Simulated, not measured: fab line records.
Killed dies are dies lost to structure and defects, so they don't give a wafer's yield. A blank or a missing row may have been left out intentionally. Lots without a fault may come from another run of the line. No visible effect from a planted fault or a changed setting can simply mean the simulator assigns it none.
Comparing a struck lot with a sound one :: flow gf180mcu :: 18 steps out of a route of 602
Sound: the wafers L744.1, L744.3, L744.4. Struck: wafers L755.2, L755.5, L755.6. Last of all comes the cause.
Per side, at each step with rows, come the tool, then ch with its chambers, and then its first start. Under that, the readings that differ: sound wafers :: struck wafers :: difference of the means :: sigmas: that difference in standard deviations of wafers without a fault.
alike: words and numbers the same on both sides, and readings whose means are apart by under 2 such deviations; not compared: readings that were withheld, readings missing a value for some wafer, numbers with overlapping values and no deviation given by the record, and bounds like >300 which may hide the same value.
Wherever a step has rows on one side only, a row that says differs or no value, or a row with sigmas, the two part there. Non-overlapping numbers with no deviation appear without sigmas and do not part them. Lack of a reading on every wafer of one side parts them only where that side has two or more wafers.

first, 2 steps without rows for these wafers: GF_CONTACT_PEB_12 (peb time 90 s); GF_CONTACT_DEVELOP_13 (develop time 60 s).
GF_CONTACT_CD_MEAS_14 targets a cd of 220 nm.
  sound on cd sem-01, day 17 13:19; struck on cd sem-01, day 21 12:04
  alike: cd nm
GF_CONTACT_OVL_MEAS_15:
  sound on overlay-01, day 17 13:26; struck on overlay-02, day 21 12:10
  alike: CONTACT_OVL
GF_CONTACT_ETCH_16: etches BARC in N2/H2.
  sound on rie diel-02 ch 0,1,2, day 17 13:29; struck on rie diel-02 ch 0,1,2, day 21 12:12
reading: n2 flow sccm (sccm)
sound: 99.98 100.71 100.12
struck: 99.80 99.53 99.51
difference: -0.66
sigmas: -2
  alike: drypump motor current A, oes product au, throttle valve pct
then, 1 step without rows for these wafers: GF_CONTACT_ETCH_17 (etches SiO2 in C4F8/O2/Ar, stops on CoSi2, target depth 860 nm).
GF_CONTACT_STRIP_18: strips in O2/N2.
  sound on plasma asher-03 ch 0,1, day 17 13:38; struck on plasma asher-01 ch 0,1, day 21 12:22
reading: drypump motor current A (A)
sound: 5.2 5.2 4.6
struck: 6.6 6.6 6.3
difference: +1.5
sigmas: +2

reading: n2 flow sccm (sccm)
sound: 301.8 301.9 298.7
struck: 297.2 297.3 301.1
difference: -2.3
sigmas: -2
  alike: heater power w, oes product au
  not compared: rf hours counter h
then, 3 steps without rows for these wafers: GF_CONTACT_CLEAN_19 (cleans in SPM); GF_CONTACT_CLEAN_20 (cleans in DIW); GF_CONTACT_CLEAN_21 (cleans in dHF, time 20 s).
GF_CONTACT_SPUTTER_22: material Ti, target thk 15 nm, time 80.02 s.
  sound on pvd sputter-03, day 17 13:56; struck on pvd sputter-02, day 21 12:40
  alike: chamber pressure pa, throttle valve pct
GF_CONTACT_SPUTTER_23: material TiN, target thk 10 nm, time 40 s.
  sound on pvd sputter-03, day 17 14:00; struck on pvd sputter-02, day 21 12:43
  alike: chamber pressure pa, throttle valve pct
GF_CONTACT_CVD_24: deposits W, target thk 300 nm, time 90.339 s.
  sound on cvd w-02 ch 0,1, day 17 14:02; struck on cvd w-01 ch 0,1, day 21 12:46
reading: model.W_of_CONTACT_CVD_24.thk nm (nm)
sound: 301.8 300.7 298.3
struck: 342.8 343.5 343.7
difference: +43.1
sigmas: 
  alike: chamber pressure Torr, heater power w, susceptor temp C
GF_CONTACT_RS_MEAS_25: the measuring method here is four-point-probe.
  sound on film metro-01, day 17 14:08; struck on film metro-03, day 21 13:10
reading: CONTACT_W_RS (ohm/sq)
sound: 0.381 0.382 0.385
struck: 0.334 0.334 0.333
difference: -0.049
sigmas: -13
  not compared: hold
GF_CONTACT_THK_MEAS_26: measures by xrf.
  sound on film metro-01, day 17 14:16; struck on film metro-03, day 21 16:52
reading: CONTACT_W_THK (nm)
sound: 312 310 307
struck: 350 348 350
difference: +40
sigmas: +9
  not compared: hold
GF_CONTACT_CMP_27: polishes, stops on SiO2, t overpolish 15 s, target thk 0 nm.
  sound on cmp-02 ch 0,1,2, day 17 14:19; struck on cmp-02 ch 0,3, day 22 02:57
reading: hold
sound: - - -
struck: await dispo/9.6h/release await dispo/9.6h/release await dispo/9.6h/release
difference: no value on the sound wafers
sigmas: 

reading: time to endpoint s (s)
sound: 73.1 68.9 67.4
struck: 89.4 87.2 88.6
difference: +18.6
sigmas: +7
  alike: motor current A, retaining ring pressure frac
GF_M1_SPUTTER_00: material Ti, target thk 37.5 nm, time 150 s.
  sound on pvd sputter-04, day 17 14:37; struck on pvd sputter-04, day 22 03:12
  alike: chamber pressure pa, throttle valve pct
after that, 1 step had no rows for these wafers: GF_PASSIVATION_PROBE_99.

WHERE THEY PART
At GF_CONTACT_ETCH_16 first; at GF_CONTACT_CMP_27 last (within this record only). Later steps at which nothing parts them and some readings are alike: GF_M1_SPUTTER_00.

WHY: whatever the simulator had introduced
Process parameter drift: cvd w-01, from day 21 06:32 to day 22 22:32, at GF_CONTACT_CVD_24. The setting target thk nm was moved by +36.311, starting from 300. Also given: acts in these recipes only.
